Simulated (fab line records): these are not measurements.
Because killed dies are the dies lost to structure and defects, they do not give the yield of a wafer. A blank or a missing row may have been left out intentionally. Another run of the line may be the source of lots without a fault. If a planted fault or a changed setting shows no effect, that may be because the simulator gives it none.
8D (eight disciplines) problem report, filled in by code + flow sky130 + the parts of the form that need people (team, actions taken, sign-off) are left out

== 1. PROBLEM STATEMENT ==
LDD_LDN_OVL at SKY_LDD_LDN_OVL_MEAS_07 reads a mean of 74.7 nm on 9 wafers of 3 lots; wafers without a fault read -0.3 nm with a standard deviation of 1.3. That puts it +58 standard deviations away from the usual mean.
First seen on wafer L721.1, day 25 09:23, on overlay-01. Wafers with a number at this step in the record: 36, from 12 lots. Rule for "out" (also "out of limits"): further than 4 standard deviations from the usual mean. Any other wafer with a number is counted as sound.

== 2. WHAT THIS IS AND IS NOT ==
| question                    | is                     | is not                                                                                       |
|-----------------------------|------------------------|----------------------------------------------------------------------------------------------|
| which readings at this step | LDD_LDN_OVL            | -                                                                                            |
| which lots                  | L721, L722, L723       | L714, L715, L716, L717, L724, L726, L728, L729, L737                                         |
| which wafers of those lots  | all that have a number | -                                                                                            |
| read on which gauges        | overlay-01, overlay-02 | -                                                                                            |
| when                        | from day 25 09:23      | up to then (12 sound wafers); but 15 sound wafers of L724, L726, L728, L729, L737 came after |

== 3. WHAT RULES OUT EACH SUSPECT ==
Counting: any tool at a process step up to the reading is kept as a suspect provided that every lot that is out went through it and no sound lot did after the first of them.
- ruled out: the gauge at SKY_LDD_LDN_OVL_MEAS_07. The wafers that are out were read on 2 gauges (overlay-01, overlay-02).
- plasma_asher-02 at SKY_LDD_P_STRIP_10 (strips in O2/N2): ruled out as a lasting fault. After its first lot that is out, L721 (day 21 16:59), sound lots L726 ran on it.
- iline_stepper-02 at SKY_LDD_LDN_EXPOSE_04 (exposes mask LDNTM, target cd 700 nm): kept. It ran every lot that is out, first L721 (day 24 19:53), and no sound lot after that; its last sound lot up to then is L716 (day 22 22:08).
After counting, what remains is iline_stepper-02 at SKY_LDD_LDN_EXPOSE_04.

== 4. THE CAUSE (what the simulator had put in) ==
Scanner matching overlay: iline_stepper-02, from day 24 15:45 on, at SKY_LDD_LDN_EXPOSE_04. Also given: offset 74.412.
The count eliminated every tool but this one.

== 5. THE CHAIN OF EFFECTS, in route order ==
Each row: a reading where the mean over the struck wafers with a number is more than 3 standard deviations away from the usual. Scope: only readings with a usual standard deviation given in the record; hours: median across lots of the time from each lot's start at the first step in this table that gives one to its start at this step; sigmas: change in usual standard deviations.
| hours | step                    | reading     | usual   | on struck wafers | change | sigmas |
|-------|-------------------------|-------------|---------|------------------|--------|--------|
| 0     | SKY_LDD_LDN_OVL_MEAS_07 | LDD_LDN_OVL | -0.3 nm | 74.7             | +75.0  | +58    |

== 6. HOW IT WOULD HAVE BEEN CAUGHT EARLIER ==
Counted from the fault's start at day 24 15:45, it took 18 hours until the first out-of-limits reading at a measuring or inspecting step in this record, taken at day 25 09:23.
L723, from the lots that are out (3), started SKY_LDD_LDN_EXPOSE_04 on iline_stepper-02 later than day 25 09:23. It would have been spared by a hold on the tool at that moment.
